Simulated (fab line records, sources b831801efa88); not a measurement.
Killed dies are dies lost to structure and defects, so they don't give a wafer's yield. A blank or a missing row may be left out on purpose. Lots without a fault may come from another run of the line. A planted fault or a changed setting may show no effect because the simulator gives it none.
Which tool did it? | flow sky130 | 10 lots, 30 wafers sampled, at 2 steps of a route of 708

WHAT THE GAUGES READ, wafer by wafer
SKY_GATE_OXIDE_OVL_MEAS_10.
lot  | measured     | on         | GATE_OXIDE_OVL (nm)
L307 | day 13 09:42 | overlay-01 | -0.6 -2.0 -1.2
L317 | day 17 20:17 | overlay-02 | -2.2 -0.3 -2.3
L318 | day 18 00:28 | overlay-01 | 0.5 -1.8 -0.5
L321 | day 18 21:31 | overlay-02 | -0.9 -1.6 -0.5
L325 | day 20 08:49 | overlay-01 | 0.8 -0.4 -0.3
L326 | day 20 12:49 | overlay-02 | -1.6 -0.6 -1.6
L327 | day 20 18:52 | overlay-02 | -0.7 0.7 1.5
L328 | day 21 02:44 | overlay-02 | -0.9 -0.9 -0.9
L329 | day 21 15:20 | overlay-02 | -0.2 -0.7 -0.8
L330 | day 21 20:42 | overlay-02 | -0.9 0.0 -0.9

WHICH TOOL RAN EACH LOT (tool, then ch and the chambers of the sampled wafers, then the start)
lot  | SKY_VT_ADJUST_HVTR_STRIP_10
L307 | plasma_asher-02 ch 0,1, day 9 06:37
L317 | plasma_asher-03 ch 0,1, day 12 20:40
L318 | plasma_asher-02 ch 0,1, day 13 02:29
L321 | plasma_asher-02 ch 0,1, day 13 20:58
L325 | plasma_asher-04 ch 0,1, day 15 03:47
L326 | plasma_asher-03 ch 0,1, day 15 06:17
L327 | plasma_asher-03 ch 0,1, day 15 12:08
L328 | plasma_asher-03 ch 0,1, day 15 19:28
L329 | plasma_asher-02 ch 0, day 16 06:53
L330 | plasma_asher-03 ch 0,1, day 16 11:41
- SKY_VT_ADJUST_HVTR_STRIP_10: strips in O2/N2.

WHAT THE TOOLS THEMSELVES READ (means of the sampled wafers that have a number; where no wafer has one, the mark that the record gives instead)
SKY_VT_ADJUST_HVTR_STRIP_10.
lot  | tool            | drypump_motor_current_A (A) | oes_product_au (a.u.) | strip_time_to_endpoint_s (s)
L307 | plasma_asher-02 | 5.5                         | 0.712                 | 14.20
L317 | plasma_asher-03 | 5.4                         | 0.716                 | 14.16
L318 | plasma_asher-02 | 5.5                         | 0.719                 | 14.19
L321 | plasma_asher-02 | 5.5                         | 0.719                 | 14.16
L325 | plasma_asher-04 | 5.4                         | 0.716                 | 14.21
L326 | plasma_asher-03 | 5.6                         | 0.717                 | 14.17
L327 | plasma_asher-03 | 5.3                         | 0.715                 | 14.19
L328 | plasma_asher-03 | 5.3                         | 0.721                 | 14.22
L329 | plasma_asher-02 | 5.6                         | 0.717                 | 14.25
L330 | plasma_asher-03 | 5.6                         | 0.714                 | 14.23

THE ANSWER, worked out from the rows above alone
Rule: what is usual is taken from the lots themselves. Put in order of their means at a reading, lots are off if they are a third of the lots or fewer, leave a main group of 4 or more, and stand apart from it by a gap of 3 or more times the standard deviation of the main group's means; of several such gaps the widest counts. A main group whose means are all the same, to the digits that the tables above print for the reading, isn't used. A lot without any number at a reading at which 4 lots or more have one is off too. The other lots that the step has rows for count as sound. The gauges are gone through in route order, then the tools' own readings, and for those a lot's mean is taken as printed above. The first step at which some lot is off is used, and at that step the reading that is off furthest; a lot without a number counts as furthest.
No lot is off at any reading shown: from this, nothing can be told.

WHAT THE SIMULATOR HAD PUT IN
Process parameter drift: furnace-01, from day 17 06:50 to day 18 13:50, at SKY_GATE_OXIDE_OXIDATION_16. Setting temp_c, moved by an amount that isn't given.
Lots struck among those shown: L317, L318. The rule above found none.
